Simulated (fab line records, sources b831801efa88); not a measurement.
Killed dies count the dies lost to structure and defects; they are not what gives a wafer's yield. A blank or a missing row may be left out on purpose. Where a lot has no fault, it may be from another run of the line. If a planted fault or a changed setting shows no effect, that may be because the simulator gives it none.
fab line records	flow gf180mcu
record: lots: 24	wafers: 72	lastDay: 34
route steps=602 shown VT_IMPLANT@135 CONTACT@292 M1@320 V1@337 M3@411
lots that met no fault: from a run of the same line without faults
startH: start of the lot's first displayed wafer, in hours after the record's first day	waitH: hours from the lot's prior step to this one	" repeats the value in the row above	L1.1+2: a single row standing in for several wafers	- value missing, or start not given	* or withheld: withheld	< > ~ a bound
route shown NAME@n: a module of which the file shows steps, and the number in the route of the first	usual: mean/standard deviation taken from wafers without a fault	same: alike in all rows	chamber/n: place in a boat	sites: readings site by site	_std_site: the values' standard deviation	_edge_site: inner sites' mean taken away from outer sites' mean	radiusMm: for every site, how far away it sits from the centre of the wafer	mask NAME#n: copy n	behind: tool/chamber where the wafer was last shaped	hold: reason for holding the lot/hours on hold/outcome of the hold	device: whichever transistor did not switch (one of n, p or np)	end of line: tests of these same wafers at the route's end	step lacking rows: just its recipe	killed: the dies lost at the first sort to structure and to defects; this is not the yield of the wafer	map: dies across one wafer; x = killed, . = not, _ = none there
set.NAME: the setting the step ran with; set.NAME@STEP: the setting that earlier step ran with	model.NAME: the simulator's own value behind a step, which no gauge read
route steps across a sampled set of lots; one table per step, one row per wafer
services: a tool's chamber out of use, with start hour (startH, from the record's first day; less than 0 if before it), hours out, and reason
== steps ==
step: GF_VT_IMPLANT_RTA_45
recipe: tempC: 1050	timeS: 30	ambient: N2
usual: lampPowerPct: 33.6/1.6	wafer_temp_C_max: 1054.7/1.7
same: timeS: 30
lot.wafer	tool	chamber	startH	waitH	lampPowerPct	wafer_temp_C_max
L074.1	rtpAnneal-01	0	157.34	0.0	35.5	1056.9
L074.5	"	0	"	"	35.4	1056.1
L074.6	"	0	"	"	35.5	1056.5
L075.2	rtpAnneal-02	0	159.75	0.0	32.2	1052.2
L075.4	"	0	"	"	32.2	1053.8
L075.6	"	0	"	"	32.2	1053.7
L076.1	rtpAnneal-02	0	168.65	0.0	32.2	1053.2
L076.4	"	0	"	"	32.3	1053.2
L076.5	"	0	"	"	32.2	1053.8
L077.3	rtpAnneal-01	0	175.43	0.0	35.4	1055.6
L077.4	"	0	"	"	35.5	1056.8
L077.6	"	0	"	"	35.4	1057.6
L078.2	rtpAnneal-01	0	182.82	0.0	35.5	1055.3
L078.3	"	0	"	"	35.5	1055.8
L078.5	"	0	"	"	35.4	1056.8
L079.3	rtpAnneal-01	0	189.92	0.0	35.5	1056.5
L079.4	"	0	"	"	35.4	1057.5
L079.6	"	0	"	"	35.4	1056.9
L080.4	rtpAnneal-02	0	195.45	0.1	32.2	1053.4
L080.5	"	0	"	"	32.2	1051.8
L080.6	"	0	"	"	32.2	1052.7
L081.2	rtpAnneal-01	0	208.41	0.0	35.5	1055.7
L081.4	"	0	"	"	35.5	1055.4
L081.5	"	0	"	"	35.5	1057.3
L082.4	rtpAnneal-02	0	209.26	0.1	32.2	1053.5
L082.5	"	0	"	"	32.3	1052.7
L082.6	"	0	"	"	32.2	1052.2
L083.4	rtpAnneal-02	0	216.44	0.1	32.2	1054.2
L083.5	"	0	"	"	32.2	1053.4
L083.6	"	0	"	"	32.2	1053.3
L084.1	rtpAnneal-01	0	228.04	0.0	35.4	1055.8
L084.3	"	0	"	"	35.5	1056.0
L084.4	"	0	"	"	35.5	1057.1
L085.1	rtpAnneal-02	0	239.59	0.0	32.2	1053.5
L085.3	"	0	"	"	32.2	1053.8
L085.5	"	0	"	"	32.2	1053.6
L086.4	rtpAnneal-01	0	251.19	0.1	35.4	1057.7
L086.5	"	0	"	"	35.5	1053.6
L086.6	"	0	"	"	35.5	1057.2
L087.3	rtpAnneal-02	0	251.42	0.0	32.2	1053.5
L087.4	"	0	"	"	32.3	1053.1
L087.5	"	0	"	"	32.2	1054.4
L088.2	rtpAnneal-01	0	257.32	0.0	35.5	1056.8
L088.3	"	0	"	"	35.5	1057.7
L088.5	"	0	"	"	35.5	1057.5
L089.1	rtpAnneal-02	0	264.00	0.0	32.2	1052.6
L089.2	"	0	"	"	32.2	1053.3
L089.3	"	0	"	"	32.2	1052.8
L090.1	rtpAnneal-02	0	269.19	0.0	32.3	1053.3
L090.4	"	0	"	"	32.2	1054.7
L090.6	"	0	"	"	32.3	1053.2
L091.3	rtpAnneal-02	0	280.79	0.0	32.2	1052.9
L091.4	"	0	"	"	32.3	1054.0
L091.6	"	0	"	"	32.2	1053.3
L092.1	rtpAnneal-01	0	284.04	0.0	35.5	1057.4
L092.4	"	0	"	"	35.4	1054.8
L092.6	"	0	"	"	35.4	1054.7
L093.3	rtpAnneal-02	0	284.73	0.0	32.2	1053.9
L093.4	"	0	"	"	32.2	1053.7
L093.6	"	0	"	"	32.2	1054.6
L094.1	rtpAnneal-02	0	291.84	0.0	32.2	1054.4
L094.2	"	0	"	"	32.2	1055.0
L094.4	"	0	"	"	32.2	1054.1
L095.2	rtpAnneal-01	0	295.72	0.0	35.4	1056.3
L095.5	"	0	"	"	35.5	1056.7
L095.6	"	0	"	"	35.5	1056.5
L096.3	rtpAnneal-02	0	303.87	0.0	32.2	1053.6
L096.4	"	0	"	"	32.2	1053.3
L096.6	"	0	"	"	32.2	1052.4
L097.3	rtpAnneal-02	0	311.82	0.0	32.3	1054.2
L097.4	"	0	"	"	32.2	1053.7
L097.5	"	0	"	"	32.2	1054.3
step: GF_CONTACT_BOW_MEAS_05
recipe: mode: bow
usual: CONTACT_BOW: 65/7.8
lot.wafer	tool	chamber	startH	waitH	CONTACT_BOW[um]
L074.1	filmMetro-04	-	340.04	0.1	42
L074.5	"	-	"	"	64
L074.6	"	-	"	"	53
L075.2	filmMetro-04	-	344.11	0.3	61
L075.4	"	-	"	"	69
L075.6	"	-	"	"	59
L076.1	filmMetro-04	-	354.06	0.2	60
L076.4	"	-	"	"	68
L076.5	"	-	"	"	62
L077.3	filmMetro-01	-	362.01	0.3	60
L077.4	"	-	"	"	71
L077.6	"	-	"	"	69
L078.2	filmMetro-03	-	373.01	0.1	62
L078.3	"	-	"	"	61
L078.5	"	-	"	"	83
L079.3	filmMetro-01	-	388.15	0.2	79
L079.4	"	-	"	"	62
L079.6	"	-	"	"	77
L080.4	filmMetro-04	-	394.67	0.2	65
L080.5	"	-	"	"	73
L080.6	"	-	"	"	68
L081.2	filmMetro-03	-	405.97	0.2	52
L081.4	"	-	"	"	71
L081.5	"	-	"	"	67
L082.4	filmMetro-04	-	411.28	0.3	55
L082.5	"	-	"	"	59
L082.6	"	-	"	"	62
L083.4	filmMetro-01	-	417.53	0.2	75
L083.5	"	-	"	"	52
L083.6	"	-	"	"	66
L084.1	filmMetro-03	-	432.76	0.1	59
L084.3	"	-	"	"	68
L084.4	"	-	"	"	65
L085.1	filmMetro-03	-	449.31	0.2	69
L085.3	"	-	"	"	70
L085.5	"	-	"	"	81
L086.4	filmMetro-03	-	461.68	0.2	65
L086.5	"	-	"	"	86
L086.6	"	-	"	"	64
L087.3	filmMetro-03	-	465.32	0.2	51
L087.4	"	-	"	"	61
L087.5	"	-	"	"	56
L088.2	filmMetro-03	-	469.89	0.2	74
L088.3	"	-	"	"	59
L088.5	"	-	"	"	63
L089.1	filmMetro-04	-	480.37	0.1	62
L089.2	"	-	"	"	66
L089.3	"	-	"	"	66
L090.1	filmMetro-04	-	484.40	0.2	57
L090.4	"	-	"	"	56
L090.6	"	-	"	"	79
L091.3	filmMetro-04	-	496.66	0.1	77
L091.4	"	-	"	"	65
L091.6	"	-	"	"	64
L092.1	filmMetro-04	-	500.92	0.1	59
L092.4	"	-	"	"	47
L092.6	"	-	"	"	63
L093.3	filmMetro-01	-	501.83	0.1	59
L093.4	"	-	"	"	66
L093.6	"	-	"	"	60
L094.1	filmMetro-04	-	510.48	0.2	68
L094.2	"	-	"	"	73
L094.4	"	-	"	"	66
L095.2	filmMetro-01	-	515.69	0.1	74
L095.5	"	-	"	"	83
L095.6	"	-	"	"	71
L096.3	filmMetro-04	-	526.20	0.2	68
L096.4	"	-	"	"	63
L096.6	"	-	"	"	78
L097.3	filmMetro-03	-	531.77	0.1	57
L097.4	"	-	"	"	56
L097.5	"	-	"	"	62
step: GF_M1_RS_MEAS_05
recipe: thkMeasGauge: four-point-probe	reads: TiN_of_M1_SPUTTER_04+Ti_of_M1_SPUTTER_03+AlCu_of_M1_SPUTTER_02+TiN_of_M1_SPUTTER_01+Ti_of_M1_SPUTTER_00
usual: M1_ALCU_RS: 0.0694/0.00065
lot.wafer	tool	chamber	startH	waitH	M1_ALCU_RS[ohm/sq]
L074.1	filmMetro-02	-	363.51	0.0	0.0698
L074.5	"	-	"	"	0.0693
L074.6	"	-	"	"	0.0702
L075.2	filmMetro-02	-	367.19	0.0	0.0695
L075.4	"	-	"	"	0.0701
L075.6	"	-	"	"	0.0688
L076.1	filmMetro-01	-	377.91	0.0	0.0688
L076.4	"	-	"	"	0.0689
L076.5	"	-	"	"	0.0693
L077.3	filmMetro-04	-	384.95	0.1	0.0699
L077.4	"	-	"	"	0.0693
L077.6	"	-	"	"	0.0694
L078.2	filmMetro-02	-	397.37	0.0	0.0697
L078.3	"	-	"	"	0.0682
L078.5	"	-	"	"	0.0683
L079.3	filmMetro-04	-	412.96	0.1	0.0693
L079.4	"	-	"	"	0.0688
L079.6	"	-	"	"	0.0692
L080.4	filmMetro-01	-	419.82	0.1	0.0697
L080.5	"	-	"	"	0.0698
L080.6	"	-	"	"	0.0703
L081.2	filmMetro-04	-	431.79	0.0	0.0692
L081.4	"	-	"	"	0.0694
L081.5	"	-	"	"	0.0694
L082.4	filmMetro-02	-	436.56	0.1	0.0681
L082.5	"	-	"	"	0.0691
L082.6	"	-	"	"	0.0681
L083.4	filmMetro-02	-	443.61	0.1	0.0692
L083.5	"	-	"	"	0.0682
L083.6	"	-	"	"	0.0692
L084.1	filmMetro-01	-	458.32	0.0	0.0703
L084.3	"	-	"	"	0.0711
L084.4	"	-	"	"	0.0706
L085.1	filmMetro-02	-	474.76	0.0	0.0694
L085.3	"	-	"	"	0.0678
L085.5	"	-	"	"	0.0681
L086.4	filmMetro-02	-	487.44	0.1	0.0697
L086.5	"	-	"	"	0.0695
L086.6	"	-	"	"	0.0691
L087.3	filmMetro-01	-	491.20	0.1	0.0699
L087.4	"	-	"	"	0.0691
L087.5	"	-	"	"	0.0701
L088.2	filmMetro-01	-	494.84	0.0	0.0693
L088.3	"	-	"	"	0.0692
L088.5	"	-	"	"	0.0696
L089.1	filmMetro-02	-	505.25	0.0	0.0698
L089.2	"	-	"	"	0.0700
L089.3	"	-	"	"	0.0703
L090.1	filmMetro-04	-	509.36	0.0	0.0691
L090.4	"	-	"	"	0.0690
L090.6	"	-	"	"	0.0691
L091.3	filmMetro-02	-	521.14	0.1	0.0694
L091.4	"	-	"	"	0.0691
L091.6	"	-	"	"	0.0697
L092.1	filmMetro-01	-	525.80	0.0	0.0689
L092.4	"	-	"	"	0.0691
L092.6	"	-	"	"	0.0688
L093.3	filmMetro-01	-	526.25	0.1	0.0692
L093.4	"	-	"	"	0.0699
L093.6	"	-	"	"	0.0690
L094.1	filmMetro-04	-	535.68	0.0	0.0701
L094.2	"	-	"	"	0.0694
L094.4	"	-	"	"	0.0688
L095.2	filmMetro-01	-	539.94	0.0	0.0688
L095.5	"	-	"	"	0.0690
L095.6	"	-	"	"	0.0700
L096.3	filmMetro-04	-	550.47	0.1	0.0700
L096.4	"	-	"	"	0.0701
L096.6	"	-	"	"	0.0700
L097.3	filmMetro-02	-	556.14	0.1	0.0695
L097.4	"	-	"	"	0.0690
L097.5	"	-	"	"	0.0694
step: GF_V1_CVD_02
recipe: material: SiO2	targetThkNm: 850	precursor: TEOS	tempC: 400	timeS: 94.851	rfW: 600
usual: heaterPowerW: 667/83
same: timeS: 94.851
lot.wafer	tool	chamber	startH	waitH	heaterPowerW
L074.1	pecvd-01	1	386.62	0.1	763
L074.5	"	2	"	"	632
L074.6	"	0	"	"	696
L075.2	pecvd-04	2	390.52	0.0	559
L075.4	"	2	"	"	615
L075.6	"	1	"	"	604
L076.1	pecvd-01	1	401.52	0.1	769
L076.4	"	0	"	"	571
L076.5	"	1	"	"	617
L077.3	pecvd-01	2	408.87	0.0	739
L077.4	"	1	"	"	711
L077.6	"	0	"	"	565
L078.2	pecvd-01	1	421.34	0.0	732
L078.3	"	0	"	"	715
L078.5	"	1	"	"	772
L079.3	pecvd-04	2	437.46	0.0	543
L079.4	"	2	"	"	626
L079.6	"	0	"	"	609
L080.4	pecvd-03	1	445.56	0.1	665
L080.5	"	0	"	"	785
L080.6	"	2	"	"	568
L081.2	pecvd-01	2	456.87	0.0	793
L081.4	"	0	"	"	552
L081.5	"	2	"	"	792
L082.4	pecvd-04	0	461.11	0.1	579
L082.5	"	1	"	"	581
L082.6	"	2	"	"	677
L083.4	pecvd-04	2	468.81	0.1	671
L083.5	"	0	"	"	640
L083.6	"	1	"	"	730
L084.1	pecvd-04	1	483.40	0.1	687
L084.3	"	0	"	"	648
L084.4	"	2	"	"	611
L085.1	pecvd-04	2	499.78	0.1	581
L085.3	"	0	"	"	576
L085.5	"	1	"	"	583
L086.4	pecvd-04	1	512.19	0.1	685
L086.5	"	0	"	"	603
L086.6	"	2	"	"	670
L087.3	pecvd-03	1	515.44	0.0	865
L087.4	"	0	"	"	645
L087.5	"	2	"	"	635
L088.2	pecvd-04	0	519.07	0.0	510
L088.3	"	2	"	"	684
L088.5	"	0	"	"	565
L089.1	pecvd-03	0	528.90	0.1	781
L089.2	"	1	"	"	704
L089.3	"	2	"	"	631
L090.1	pecvd-04	1	532.52	0.1	609
L090.4	"	2	"	"	544
L090.6	"	0	"	"	617
L091.3	pecvd-03	2	544.59	0.0	602
L091.4	"	0	"	"	745
L091.6	"	2	"	"	640
L092.1	pecvd-04	0	549.52	0.1	621
L092.4	"	2	"	"	596
L092.6	"	1	"	"	697
L093.3	pecvd-03	2	550.60	0.0	600
L093.4	"	1	"	"	808
L093.6	"	0	"	"	736
L094.1	pecvd-01	1	559.30	0.1	627
L094.2	"	2	"	"	692
L094.4	"	1	"	"	694
L095.2	pecvd-04	2	563.80	0.0	674
L095.5	"	2	"	"	613
L095.6	"	1	"	"	719
L096.3	pecvd-01	0	573.07	0.0	662
L096.4	"	0	"	"	703
L096.6	"	2	"	"	812
L097.3	pecvd-01	2	578.84	0.0	804
L097.4	"	1	"	"	770
L097.5	"	0	"	"	660
step: GF_V1_CVD_23
recipe: material: W	targetThkNm: 350	timeS: 105.05	tempC: 400	pressureTorr: 40
usual: chamberPressureTorr: 40.00/0.079	heaterPowerW: 842/44
same: timeS: 105.05
lot.wafer	tool	chamber	startH	waitH	chamberPressureTorr	heaterPowerW
L074.1	cvdW-02	1	410.92	0.0	40.07	858
L074.5	"	0	"	"	39.89	782
L074.6	"	1	"	"	40.16	852
L075.2	cvdW-02	0	415.16	0.0	39.95	781
L075.4	"	1	"	"	39.98	871
L075.6	"	0	"	"	40.04	776
L076.1	cvdW-01	1	426.76	0.0	40.06	852
L076.4	"	1	"	"	40.11	853
L076.5	"	0	"	"	40.04	898
L077.3	cvdW-01	0	434.05	0.1	39.94	868
L077.4	"	1	"	"	40.09	855
L077.6	"	0	"	"	40.04	884
L078.2	cvdW-02	0	446.47	0.0	40.13	778
L078.3	"	1	"	"	39.95	854
L078.5	"	1	"	"	39.98	863
L079.3	cvdW-01	0	462.89	0.1	40.16	876
L079.4	"	1	"	"	40.06	851
L079.6	"	0	"	"	40.14	876
L080.4	cvdW-02	1	470.52	0.1	40.09	866
L080.5	"	1	"	"	40.07	873
L080.6	"	0	"	"	39.99	771
L081.2	cvdW-02	0	481.78	0.0	39.86	775
L081.4	"	0	"	"	39.74	764
L081.5	"	0	"	"	39.85	744
L082.4	cvdW-01	1	486.49	0.0	39.90	867
L082.5	"	1	"	"	39.96	866
L082.6	"	0	"	"	40.09	891
L083.4	cvdW-02	0	494.19	0.1	39.89	772
L083.5	"	1	"	"	40.00	854
L083.6	"	0	"	"	39.94	796
L084.1	cvdW-02	0	507.47	0.0	39.99	767
L084.3	"	0	"	"	40.01	782
L084.4	"	1	"	"	40.11	864
L085.1	cvdW-01	1	524.47	0.0	40.06	852
L085.3	"	1	"	"	40.06	877
L085.5	"	0	"	"	39.95	888
L086.4	cvdW-01	1	536.72	0.1	39.98	854
L086.5	"	1	"	"	39.95	860
L086.6	"	0	"	"	40.07	872
L087.3	cvdW-01	0	539.74	0.1	40.02	897
L087.4	"	1	"	"	40.09	871
L087.5	"	0	"	"	40.00	908
L088.2	cvdW-02	0	542.96	0.0	40.00	802
L088.3	"	0	"	"	39.98	785
L088.5	"	0	"	"	39.96	773
L089.1	cvdW-02	1	552.95	0.0	40.02	879
L089.2	"	0	"	"	40.05	787
L089.3	"	1	"	"	39.99	858
L090.1	cvdW-02	0	556.62	0.0	40.13	786
L090.4	"	1	"	"	40.00	874
L090.6	"	0	"	"	40.04	750
L091.3	cvdW-02	0	568.01	0.1	39.92	764
L091.4	"	1	"	"	39.97	874
L091.6	"	0	"	"	39.87	770
L092.1	cvdW-02	0	572.65	0.0	39.94	784
L092.4	"	1	"	"	40.16	845
L092.6	"	1	"	"	40.03	889
L093.3	cvdW-01	1	574.29	0.1	39.98	874
L093.4	"	0	"	"	40.05	878
L093.6	"	1	"	"	39.92	886
L094.1	cvdW-02	0	582.48	0.0	39.91	765
L094.2	"	1	"	"	40.08	871
L094.4	"	1	"	"	39.94	836
L095.2	cvdW-01	1	586.88	0.0	40.05	862
L095.5	"	0	"	"	39.93	846
L095.6	"	1	"	"	40.05	868
L096.3	cvdW-02	1	596.24	0.1	39.90	868
L096.4	"	0	"	"	40.07	792
L096.6	"	1	"	"	39.97	868
L097.3	cvdW-01	0	601.49	0.1	40.00	880
L097.4	"	1	"	"	39.91	859
L097.5	"	1	"	"	40.06	846
step: GF_M3_SPUTTER_02
recipe: material: AlCu	targetThkNm: 450	powerW: 10600	timeS: 23.9	chamberPressurePa: 0.4
usual: throttleValvePct: 30.2/1.2
same: timeS: 23.9
lot.wafer	tool	chamber	startH	waitH	throttleValvePct
L074.1	pvdSputter-04	-	462.06	0.0	31.5
L074.5	"	-	"	"	29.3
L074.6	"	-	"	"	29.4
L075.2	pvdSputter-02	-	466.99	0.0	29.4
L075.4	"	-	"	"	31.4
L075.6	"	-	"	"	31.4
L076.1	pvdSputter-02	-	479.19	0.0	28.4
L076.4	"	-	"	"	31.6
L076.5	"	-	"	"	28.4
L077.3	pvdSputter-02	-	485.89	0.0	31.6
L077.4	"	-	"	"	28.4
L077.6	"	-	"	"	28.4
L078.2	pvdSputter-02	-	497.34	0.0	31.5
L078.3	"	-	"	"	29.6
L078.5	"	-	"	"	29.7
L079.3	pvdSputter-01	-	514.23	0.0	28.8
L079.4	"	-	"	"	32.4
L079.6	"	-	"	"	29.3
L080.4	pvdSputter-04	-	521.03	0.0	31.5
L080.5	"	-	"	"	29.6
L080.6	"	-	"	"	29.4
L081.2	pvdSputter-02	-	531.48	0.0	31.2
L081.4	"	-	"	"	31.8
L081.5	"	-	"	"	31.2
L082.4	pvdSputter-04	-	536.81	0.0	29.5
L082.5	"	-	"	"	30.1
L082.6	"	-	"	"	31.6
L083.4	pvdSputter-02	-	543.99	0.0	31.6
L083.5	"	-	"	"	29.9
L083.6	"	-	"	"	31.5
L084.1	pvdSputter-04	-	556.74	0.0	31.7
L084.3	"	-	"	"	29.3
L084.4	"	-	"	"	29.4
L085.1	pvdSputter-02	-	572.30	0.0	28.5
L085.3	"	-	"	"	31.4
L085.5	"	-	"	"	29.5
L086.4	pvdSputter-02	-	584.49	0.0	29.8
L086.5	"	-	"	"	31.3
L086.6	"	-	"	"	29.9
L087.3	pvdSputter-04	-	588.02	0.0	30.1
L087.4	"	-	"	"	29.4
L087.5	"	-	"	"	29.3
L088.2	pvdSputter-02	-	590.87	0.0	31.7
L088.3	"	-	"	"	31.4
L088.5	"	-	"	"	31.3
L089.1	pvdSputter-02	-	600.96	0.0	31.5
L089.2	"	-	"	"	29.8
L089.3	"	-	"	"	28.4
L090.1	pvdSputter-02	-	603.73	0.0	28.3
L090.4	"	-	"	"	31.2
L090.6	"	-	"	"	31.7
L091.3	pvdSputter-01	-	614.33	0.0	29.9
L091.4	"	-	"	"	32.4
L091.6	"	-	"	"	28.6
L092.1	pvdSputter-04	-	619.01	0.0	29.4
L092.4	"	-	"	"	30.5
L092.6	"	-	"	"	29.4
L093.3	pvdSputter-02	-	621.31	0.0	29.7
L093.4	"	-	"	"	31.7
L093.6	"	-	"	"	31.6
L094.1	pvdSputter-02	-	627.89	0.0	29.7
L094.2	"	-	"	"	28.2
L094.4	"	-	"	"	31.4
L095.2	pvdSputter-04	-	632.58	0.0	30.7
L095.5	"	-	"	"	29.5
L095.6	"	-	"	"	31.4
L096.3	pvdSputter-01	-	641.49	0.0	29.1
L096.4	"	-	"	"	28.6
L096.6	"	-	"	"	29.0
L097.3	pvdSputter-01	-	645.64	0.0	32.4
L097.4	"	-	"	"	29.0
L097.5	"	-	"	"	29.7
== services ==
tool	chamber	startH	hours	kind
cvdW-02	-	170.31	6.9	pm
cvdW-01	-	203.44	0.8	repair
rtpAnneal-01	-	214.97	2.8	pm
cvdW-02	1	232.80	20.6	repair
pecvd-04	-	270.64	2.8	pm
cvdW-01	1	299.96	16.2	repair
pecvd-04	-	320.85	0.3	repair
pvdSputter-02	-	342.22	2.4	repair
pvdSputter-02	-	344.74	1.2	repair
pvdSputter-02	-	361.34	0.6	repair
cvdW-01	-	390.04	14.0	pm
pecvd-04	-	447.25	6.0	pm
cvdW-02	-	456.00	1.0	repair
cvdW-02	-	523.85	2.9	repair
pecvd-04	0	552.16	186.0	repair
cvdW-01	0	555.33	8.1	repair
cvdW-01	-	568.91	4.3	pm
rtpAnneal-02	-	593.77	4.1	pm
pecvd-04	-	612.02	0.5	repair
pvdSputter-02	-	616.38	2.8	repair
pecvd-04	-	619.97	1.4	repair
rtpAnneal-01	-	623.10	70.5	pm
cvdW-01	-	627.16	0.9	repair
pvdSputter-02	-	641.09	61.8	repair
== key ==
fault none
